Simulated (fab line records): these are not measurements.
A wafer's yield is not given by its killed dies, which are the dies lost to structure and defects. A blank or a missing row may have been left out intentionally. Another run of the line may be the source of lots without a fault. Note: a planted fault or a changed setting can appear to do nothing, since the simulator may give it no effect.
Which of the tools did it? / flow gf180mcu / 7 lots (20 wafers sampled), 1 step of a 602-step route

WHAT THE GAUGES READ, wafer by wafer
GF_M1_CD_MEAS_14 targets a cd of 230 nm.
lot=L538; measured=day 17 12:25; on=cd-sem-01; cd-nm (nm)=230.7 231.5 229.5
lot=L540; measured=day 18 05:33; on=cd-sem-02; cd-nm (nm)=228.5 230.8 230.1
lot=L543; measured=day 19 13:10; on=cd-sem-02; cd-nm (nm)=230.7 229.8 231.6
lot=L545; measured=day 20 04:27; on=cd-sem-01; cd-nm (nm)=229.6 230.4
lot=L549; measured=day 21 18:28; on=cd-sem-01; cd-nm (nm)=229.8 230.0 231.9
lot=L553; measured=day 23 05:28; on=cd-sem-02; cd-nm (nm)=232.1 233.6 233.4
lot=L559; measured=day 24 17:40; on=cd-sem-02; cd-nm (nm)=228.3 228.4 227.9

WHAT TOOL EACH LOT RAN ON (gives the tool, then ch and the chambers of the sampled wafers, and finally the start)
Record: no process step prior to these readings.

THE ANSWER, worked out from the rows above alone
Rule: what is usual is taken from the lots themselves. The widest of any qualifying gaps counts: lots, ordered by their means at a reading, are off when they make up no more than a third of the lots, leave a main group of 4 or more, and stand apart from it by 3 or more times the standard deviation of that group's means. A main group whose means are all the same, to the digits that the tables above print for the reading, isn't used. A lot without any number at a reading at which 4 lots or more have one is off too. Where the step has rows for the other lots, those lots are counted as sound.
Nothing can be told from this: no lot is off at any reading shown.

WHAT WAS PUT IN BY THE SIMULATOR
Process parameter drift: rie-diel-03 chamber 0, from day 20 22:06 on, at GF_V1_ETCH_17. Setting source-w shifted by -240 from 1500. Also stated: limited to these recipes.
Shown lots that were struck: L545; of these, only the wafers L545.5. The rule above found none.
